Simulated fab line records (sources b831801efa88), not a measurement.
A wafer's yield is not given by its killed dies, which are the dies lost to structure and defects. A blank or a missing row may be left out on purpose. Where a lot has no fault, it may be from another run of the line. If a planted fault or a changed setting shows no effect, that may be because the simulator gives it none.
2 desks looking at one fault ; flow gf180mcu ; each desk has only its own numbers; what lay behind them comes last

== METROLOGY DESK ==
What the gauges read, lot by lot, whatever tool the lot ran on: means of the sampled wafers that have a number. The brackets show how far a lot's mean lies from the usual mean; more than 4 standard deviations puts the lot out of limits, marked OUT.
Columns: A = V5_BOW at GF_V5_BOW_MEAS_05, usual 136 um
lot;first seen here;A
L674;day 26 13:59;132
L676;day 27 07:59;134
L677;day 27 15:31;141
L678;day 28 00:25;141
L682;day 29 03:38;145
L683;day 29 10:56;128
L684;day 29 16:37;140
L691;day 31 16:22;127
L692;day 31 19:29;143
L693;day 32 09:39;136
L695;day 32 21:28;143
L696;day 32 22:45;134
Finding of this desk: none of the 12 lots has anything out of limits.

== FOR THE TOOL OWNER'S DESK: plasma-asher-03 ==
The tool's own readings at GF_V5_STRIP_18 (strips in O2/N2): means of the sampled wafers that have a number, for each lot that ran on this tool. The brackets show how far a lot's mean lies from the usual mean; more than 4 standard deviations puts the lot out of limits, marked OUT.
Columns: A = drypump-motor-current-A at GF_V5_STRIP_18, usual 5.62 A; B = heater-power-w at GF_V5_STRIP_18, usual 323 W; C = n2-flow-sccm at GF_V5_STRIP_18, usual 300.1 sccm; D = oes-product-au at GF_V5_STRIP_18, usual 0.568 a.u.
lot;first seen here;A;B;C;D
L674;day 27 10:29;5.70;312;300.4;0.567
L678;day 28 20:13;5.44;334;300.9;0.566
L682;day 29 23:08;5.44;335;300.5;0.566
L684;day 30 11:26;5.42;336;299.6;0.569
L693;day 33 01:14;5.72;317;299.4;0.570
Finding of this desk: none of the 5 lots has anything out of limits.

== ALL TOGETHER ==
At the metrology desk, nothing out of limits was observed.
Nothing out of limits was seen by the tool owner's desk.

== WHAT HAD BEEN PUT IN BY THE SIMULATOR ==
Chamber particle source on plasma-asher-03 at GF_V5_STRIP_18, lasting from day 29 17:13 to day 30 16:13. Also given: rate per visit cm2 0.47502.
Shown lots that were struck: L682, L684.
